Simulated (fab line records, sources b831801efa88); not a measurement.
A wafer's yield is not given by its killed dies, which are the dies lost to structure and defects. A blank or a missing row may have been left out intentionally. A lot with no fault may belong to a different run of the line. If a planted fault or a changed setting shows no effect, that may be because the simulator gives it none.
Which of the tools did it? || flow sfq line || 13 lots (39 wafers sampled), 1 step of a 325-step route

WHAT THE GAUGES SHOWED, per wafer
SFQ_M6_RS_MEAS_938: a four-point-probe measurement.
{"lot": "L736", "measured": "day 62 06:46", "on": "film metro-04", "M6_NB_RS (ohm/sq)": "0.885 0.879 0.872"}
{"lot": "L737", "measured": "day 62 10:23", "on": "film metro-04", "M6_NB_RS (ohm/sq)": "0.889 0.892 0.900"}
{"lot": "L738", "measured": "day 62 14:00", "on": "film metro-04", "M6_NB_RS (ohm/sq)": "0.882 0.894 0.891"}
{"lot": "L739", "measured": "day 62 16:23", "on": "film metro-04", "M6_NB_RS (ohm/sq)": "0.892 0.881 0.885"}
{"lot": "L740", "measured": "day 68 06:31", "on": "film metro-03", "M6_NB_RS (ohm/sq)": "0.894 0.910 0.913"}
{"lot": "L741", "measured": "day 68 08:58", "on": "film metro-01", "M6_NB_RS (ohm/sq)": "0.891 0.884 0.886"}
{"lot": "L742", "measured": "day 68 10:07", "on": "film metro-03", "M6_NB_RS (ohm/sq)": "0.886 0.873 0.889"}
{"lot": "L748", "measured": "day 69 05:17", "on": "film metro-04", "M6_NB_RS (ohm/sq)": "0.896 0.899 0.888"}
{"lot": "L753", "measured": "day 70 03:39", "on": "film metro-01", "M6_NB_RS (ohm/sq)": "0.874 0.876 0.887"}
{"lot": "L755", "measured": "day 70 10:14", "on": "film metro-03", "M6_NB_RS (ohm/sq)": "0.898 0.896 0.893"}
{"lot": "L757", "measured": "day 70 18:38", "on": "film metro-01", "M6_NB_RS (ohm/sq)": "0.915 0.917 0.911"}
{"lot": "L758", "measured": "day 70 20:06", "on": "film metro-01", "M6_NB_RS (ohm/sq)": "0.888 0.891 0.891"}
{"lot": "L759", "measured": "day 70 21:02", "on": "film metro-04", "M6_NB_RS (ohm/sq)": "0.862 0.882 0.880"}

WHICH TOOL RAN EACH LOT (tool, then ch and the chambers of the sampled wafers, then the start)
The record holds no process step before these readings.

AS READ BY THE TOOLS THEMSELVES (means over the sampled wafers that have a number; for cases with no such wafer, the mark the record gives instead)
The record holds no such reading with a usual standard deviation.

THE ANSWER, worked out from the rows above alone
Rule: what is usual is taken from the lots themselves. The widest of any qualifying gaps counts: lots, ordered by their means at a reading, are off when they make up no more than a third of the lots, leave a main group of 4 or more, and stand apart from it by 3 or more times the standard deviation of that group's means. The tables above print the reading to a certain number of digits; a main group whose means all agree to those digits is not used. Also off: a lot with no number at a reading for which 4 or more lots have one. Any other lot the step has rows for is counted as sound. The gauges are gone through in route order, then the tools' own readings, and for those a lot's mean is taken as printed above. At the first step where some lot is off, the reading lying furthest off is the one used; lots without a number count as furthest.
No lot is off at any reading shown: from this, nothing can be told.

WHAT HAD BEEN PUT IN BY THE SIMULATOR
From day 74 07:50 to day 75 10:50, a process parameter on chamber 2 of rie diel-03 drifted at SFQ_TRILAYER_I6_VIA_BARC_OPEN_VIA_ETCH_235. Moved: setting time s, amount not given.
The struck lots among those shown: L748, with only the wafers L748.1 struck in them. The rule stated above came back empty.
